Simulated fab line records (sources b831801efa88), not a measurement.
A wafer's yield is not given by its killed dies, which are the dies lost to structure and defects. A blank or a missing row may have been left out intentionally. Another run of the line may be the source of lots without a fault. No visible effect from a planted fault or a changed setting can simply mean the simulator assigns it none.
fab line records ; flow sky130 ; part 2 of 2: steps 32 to 45 of 45
record lots=5; wafers=15; lastDay=50
route steps=708 shown SONOS_ONO@179 GATE_OXIDE@187 POLY_GATE@204 RES_PROTECT@206
lots that met no fault: taken from a fault-free run of the same line
startH: start of the lot's first displayed wafer, in hours after the record's first day ; waitH: hours elapsed since this lot's preceding step ; " repeats the value in the row above ; L1.1+2: a single row standing in for several wafers ; - no value, or no start given ; * or withheld: withheld ; < > ~ a bound
route shown NAME@n: a module of which the file shows steps, and the number in the route of the first ; usual: average and standard deviation across the fault-free wafers ; same: alike in all rows ; chamber/n: place in a boat ; sites: each site's reading ; _std_site: how widely they spread, as a standard deviation ; _edge_site: mean of outer sites minus mean of inner sites ; radiusMm: for every site, how far away it sits from the centre of the wafer ; mask NAME#n: copy n ; behind: the tool/chamber that last shaped the wafer ; hold: the reason the lot was held/the length of the hold in hours/how it ended ; device: names the non-switching transistor (n, p or np) ; end of line: the route-end tests of the same wafers ; where a step has no rows: the recipe by itself ; killed: the dies lost at the first sort to structure and to defects; this is not the yield of the wafer ; map: a wafer's dies, marking killed ones x, the rest . and places with no die _
set.NAME: setting as actually run; set.NAME@STEP: the setting as run at that earlier step ; model.NAME: the simulator's own value behind a step, which no gauge read
a table for each step, a row for each wafer; lots at some steps of the route
services: the hour from which a tool's chamber was out of use, counted from the record's first day as startH (under 0 if before that day), plus the number of hours and why
## steps
# step SKY_RES_PROTECT_EXPOSE_04
# recipe maskId=RPM; na=0.6; sourceShape=conventional; sigmaOuter=0.6; polarization=unpolarized; targetCdNm=1270; doseMj=131
# usual reticleTempC=23.02/0.11
lot.wafer;tool;chamber;startH;waitH;mask;reticleTempC
L075.1;ilineStepper-01;0;-;-;RPM#0;23.17
L075.2;ilineStepper-01;0;-;-;RPM#0;23.00
L075.5;ilineStepper-01;0;-;-;RPM#0;22.83
L080.1;ilineStepper-01;0;-;-;RPM#0;23.18
L080.3;ilineStepper-01;0;-;-;RPM#0;23.03
L080.4;ilineStepper-01;0;-;-;RPM#0;22.95
L090.2;ilineStepper-01;0;-;-;RPM#0;22.95
L090.4;ilineStepper-01;0;-;-;RPM#0;22.91
L090.6;ilineStepper-01;0;-;-;RPM#0;23.03
L092.2;ilineStepper-01;0;-;-;RPM#0;23.01
L092.3;ilineStepper-01;0;-;-;RPM#0;22.99
L092.5;ilineStepper-01;0;-;-;RPM#0;23.03
L094.1;ilineStepper-02;0;-;-;RPM#0;22.88
L094.3;ilineStepper-02;0;-;-;RPM#0;23.03
L094.4;ilineStepper-02;0;-;-;RPM#0;22.95
# step SKY_RES_PROTECT_PEB_05
# recipe tempC=withheld; timeS=*; resist=NOVOLAK
lot.wafer;tool;chamber;startH;waitH
L075.1+2+5;lithoTrack-04;0;-;-
L080.1+3+4;lithoTrack-02;0;-;-
L090.2+4+6;lithoTrack-04;0;-;-
L092.2+3+5;lithoTrack-02;0;-;-
L094.1+3+4;lithoTrack-03;0;-;-
# step SKY_RES_PROTECT_DEVELOP_06
# recipe resist=NOVOLAK; developer=TMAH; developTimeS=60; devTempC=23
lot.wafer;tool;chamber;startH;waitH
L075.1+2+5;lithoTrack-04;0;343.96;0.1
L080.1+3+4;lithoTrack-02;0;395.70;0.1
L090.2+4+6;lithoTrack-04;0;478.64;0.1
L092.2+3+5;lithoTrack-02;0;495.37;0.1
L094.1+3+4;lithoTrack-03;0;511.40;0.1
# step SKY_POLY_GATE_IMPLANT_02
# recipe species=P; energyKev=30; doseCm2=7.7e+15; tiltDeg=0
# same implantIonAmu=31
lot.wafer;tool;chamber;startH;waitH
L075.1+2+5;implanter-02;0;344.11;0.1
L080.1+3+4;implanter-03;0;395.85;0.1
L090.2+4+6;implanter-03;0;478.79;0.1
L092.2+3+5;implanter-04;0;495.52;0.1
L094.1+3+4;implanter-03;0;511.55;0.1
# step SKY_RES_PROTECT_STRIP_07
# recipe chemistry=O2/N2; powerW=1400; pressureMtorr=1500; platenTempC=withheld; o2FlowSccm=3000; n2FlowSccm=300; overashFraction=0.5
# usual drypumpMotorCurrentA=5.54/0.27; oesProductAu=0.518/0.0048; stripTimeToEndpointS=23.30/0.051
lot.wafer;tool;chamber;startH;waitH;drypumpMotorCurrentA;oesProductAu;rfHoursCounterH;stripTimeToEndpointS
L075.1;plasmaAsher-04;0;344.26;0.1;5.13;0.520;66;23.32
L075.2;plasmaAsher-04;1;344.26;0.1;5.37;0.518;66;23.28
L075.5;plasmaAsher-04;0;344.26;0.1;5.11;0.517;-;23.30
L080.1;plasmaAsher-04;0;396.00;0.1;5.10;0.514;71;23.28
L080.3;plasmaAsher-04;0;396.00;0.1;5.10;0.512;-;23.25
L080.4;plasmaAsher-04;1;396.00;0.1;5.36;0.514;-;23.27
L090.2;plasmaAsher-03;0;478.91;0.1;5.59;0.522;35;23.26
L090.4;plasmaAsher-03;1;478.91;0.1;5.73;0.515;-;23.22
L090.6;plasmaAsher-03;1;478.91;0.1;5.71;0.526;-;23.21
L092.2;plasmaAsher-03;1;495.65;0.1;5.68;0.520;37;23.20
L092.3;plasmaAsher-03;0;495.65;0.1;5.60;0.509;-;23.26
L092.5;plasmaAsher-03;0;495.65;0.1;5.62;0.528;-;23.28
L094.1;plasmaAsher-03;0;511.70;0.1;5.59;0.523;38;23.25
L094.3;plasmaAsher-03;1;511.70;0.1;5.69;0.518;-;23.19
L094.4;plasmaAsher-03;0;511.70;0.1;5.61;0.517;-;23.21
# step SKY_RES_PROTECT_TW_MEAS_08
# usual POLY_GATE_TW=4046/32
lot.wafer;tool;chamber;startH;waitH;POLY_GATE_TW
L075.1;filmMetro-02;-;344.36;0.1;4060
L075.2;filmMetro-02;-;344.36;0.1;4055
L075.5;filmMetro-02;-;344.36;0.1;4061
L080.1;filmMetro-02;-;396.10;0.1;4085
L080.3;filmMetro-02;-;396.10;0.1;4091
L080.4;filmMetro-02;-;396.10;0.1;4082
L090.2;filmMetro-03;-;479.02;0.1;4014
L090.4;filmMetro-03;-;479.02;0.1;4017
L090.6;filmMetro-03;-;479.02;0.1;4005
L092.2;filmMetro-01;-;495.76;0.1;4067
L092.3;filmMetro-01;-;495.76;0.1;4055
L092.5;filmMetro-01;-;495.76;0.1;4076
L094.1;filmMetro-01;-;511.80;0.1;4089
L094.3;filmMetro-01;-;511.80;0.1;4047
L094.4;filmMetro-01;-;511.80;0.1;4066
# step SKY_RES_PROTECT_CLEAN_09
# recipe chemistry=SC1/SC2; mix=1:4:20; tempC=70; timeS=150; dry=n2Spin
lot.wafer;tool;chamber;startH;waitH
L075.1+2+5;wetBench-01;3;344.42;0.1
L080.1+3+4;wetBench-03;3;396.16;0.1
L090.2+4+6;wetBench-03;0;479.07;0.0
L092.2+3+5;wetBench-01;3;495.81;0.0
L094.1+3+4;wetBench-02;3;511.86;0.1
# step SKY_POLY_GATE_CVD_03
# recipe material=Si3N4; precursor=DCS/NH3; targetThkNm=75; tempC=770; timeS=1290; pressureMtorr=250
# usual zonePowerLowerPct=12.8/0.32; zonePowerTopPct=29.1/0.31
lot.wafer;tool;chamber;startH;waitH;zonePowerLowerPct;zonePowerTopPct
L075.1;lpcvd-02;1;345.53;1.1;12.5;29.5
L075.2;lpcvd-02;1;345.53;1.1;12.9;29.2
L075.5;lpcvd-02;1;345.53;1.1;12.7;28.6
L080.1;lpcvd-02;1;396.38;0.2;12.0;29.0
L080.3;lpcvd-02;1;396.38;0.2;12.5;29.0
L080.4;lpcvd-02;1;396.38;0.2;12.7;28.7
L090.2;lpcvd-02;1;479.12;0.0;12.5;29.1
L090.4;lpcvd-02;1;479.12;0.0;12.6;29.0
L090.6;lpcvd-02;1;479.12;0.0;12.6;29.6
L092.2;lpcvd-02;1;495.86;0.0;12.4;29.2
L092.3;lpcvd-02;1;495.86;0.0;12.6;28.9
L092.5;lpcvd-02;1;495.86;0.0;12.4;28.9
L094.1;lpcvd-02;0;511.91;0.0;13.2;29.0
L094.3;lpcvd-02;0;511.91;0.0;13.0;28.8
L094.4;lpcvd-02;0;511.91;0.0;13.1;29.5
# step SKY_POLY_GATE_THK_MEAS_04
# recipe reads=Si3N4_of_POLY_GATE_CVD_03
# usual POLY_GATE_CVD_03_THK=74.5/0.51
lot.wafer;tool;chamber;startH;waitH;POLY_GATE_CVD_03_THK[nm]
L075.1;filmMetro-01;-;346.89;0.0;73.9
L075.2;filmMetro-01;-;346.89;0.0;73.9
L075.5;filmMetro-01;-;346.89;0.0;74.0
L080.1;filmMetro-01;-;397.74;0.0;74.2
L080.3;filmMetro-01;-;397.74;0.0;74.3
L080.4;filmMetro-01;-;397.74;0.0;73.5
L090.2;filmMetro-04;-;481.17;0.0;74.2
L090.4;filmMetro-04;-;481.17;0.0;74.4
L090.6;filmMetro-04;-;481.17;0.0;74.6
L092.2;filmMetro-04;-;497.23;0.0;75.1
L092.3;filmMetro-04;-;497.23;0.0;74.7
L092.5;filmMetro-04;-;497.23;0.0;74.1
L094.1;filmMetro-01;-;513.27;0.0;75.0
L094.3;filmMetro-01;-;513.27;0.0;75.3
L094.4;filmMetro-01;-;513.27;0.0;74.6
# step SKY_POLY_GATE_DEHYDRATE_05
# recipe tempC=200; timeS=60
lot.wafer;tool;chamber;startH;waitH
L075.1+2+5;lithoTrack-01;0;360.13;13.2
L080.1+3+4;lithoTrack-02;0;412.35;14.6
L090.2+4+6;lithoTrack-03;0;495.92;14.7
L092.2+3+5;lithoTrack-01;0;512.10;14.9
L094.1+3+4;lithoTrack-01;0;527.73;14.5
# step SKY_POLY_GATE_HMDS_06
# recipe primeTimeS=60; primeTempC=120
lot.wafer;tool;chamber;startH;waitH
L075.1+2+5;lithoTrack-01;0;360.28;0.1
L080.1+3+4;lithoTrack-02;0;412.50;0.1
L090.2+4+6;lithoTrack-03;0;496.07;0.1
L092.2+3+5;lithoTrack-01;0;512.25;0.1
L094.1+3+4;lithoTrack-01;0;527.88;0.1
# step SKY_POLY_GATE_COAT_07
# recipe resist=BARC; tempC=withheld; timeS=withheld; spinRpm=3000; resistThkNm=110
lot.wafer;tool;chamber;startH;waitH
L075.1+2+5;lithoTrack-01;0;360.43;0.1
L080.1+3+4;lithoTrack-02;0;412.65;0.1
L090.2+4+6;lithoTrack-03;0;496.22;0.1
L092.2+3+5;lithoTrack-01;0;512.40;0.1
L094.1+3+4;lithoTrack-01;0;528.03;0.1
# step SKY_POLY_GATE_COAT_08
# recipe resist=KrF-thick; spinRpm=3000; resistThkNm=450
lot.wafer;tool;chamber;startH;waitH
L075.1+2+5;lithoTrack-01;0;-;-
L080.1+3+4;lithoTrack-02;0;-;-
L090.2+4+6;lithoTrack-03;0;-;-
L092.2+3+5;lithoTrack-01;0;-;-
L094.1+3+4;lithoTrack-01;0;-;-
# step SKY_POLY_GATE_SOFTBAKE_09
# recipe tempC=100; timeS=90; resist=KrF-thick
lot.wafer;tool;chamber;startH;waitH
L075.1+2+5;lithoTrack-01;0;-;-
L080.1+3+4;lithoTrack-02;0;-;-
L090.2+4+6;lithoTrack-03;0;-;-
L092.2+3+5;lithoTrack-01;0;-;-
L094.1+3+4;lithoTrack-01;0;-;-
## services
tool;chamber;startH;hours;kind
ilineStepper-01;-;283.40;4.1;repair
wetBench-04;-;287.16;2.3;repair
furnace-02;-;310.38;5.2;repair
plasmaAsher-03;-;322.17;3.6;repair
furnace-02;-;329.23;4.5;pm
lpcvd-01;-;332.62;0.6;repair
plasmaAsher-03;-;340.89;4.2;repair
wetBench-02;-;340.93;1.4;repair
lpcvd-02;-;370.18;1.0;repair
lpcvd-01;-;374.37;2.0;repair
lpcvd-01;-;408.42;6.0;pm
lpcvd-01;-;443.75;2.1;repair
wetBench-02;-;444.27;12.2;repair
implanter-03;-;448.23;2.5;repair
wetBench-02;-;460.38;1.5;repair
lpcvd-01;-;488.09;1.3;repair
implanter-03;-;489.25;5.9;repair
furnace-02;-;496.81;3.0;pm
furnace-02;-;502.77;3.9;pm
ilineStepper-01;-;506.66;2.1;pm
furnace-02;-;512.65;3.6;pm
ilineStepper-01;-;515.34;1.7;pm
furnace-02;-;522.27;4.7;repair
wetBench-01;-;526.70;2.4;repair
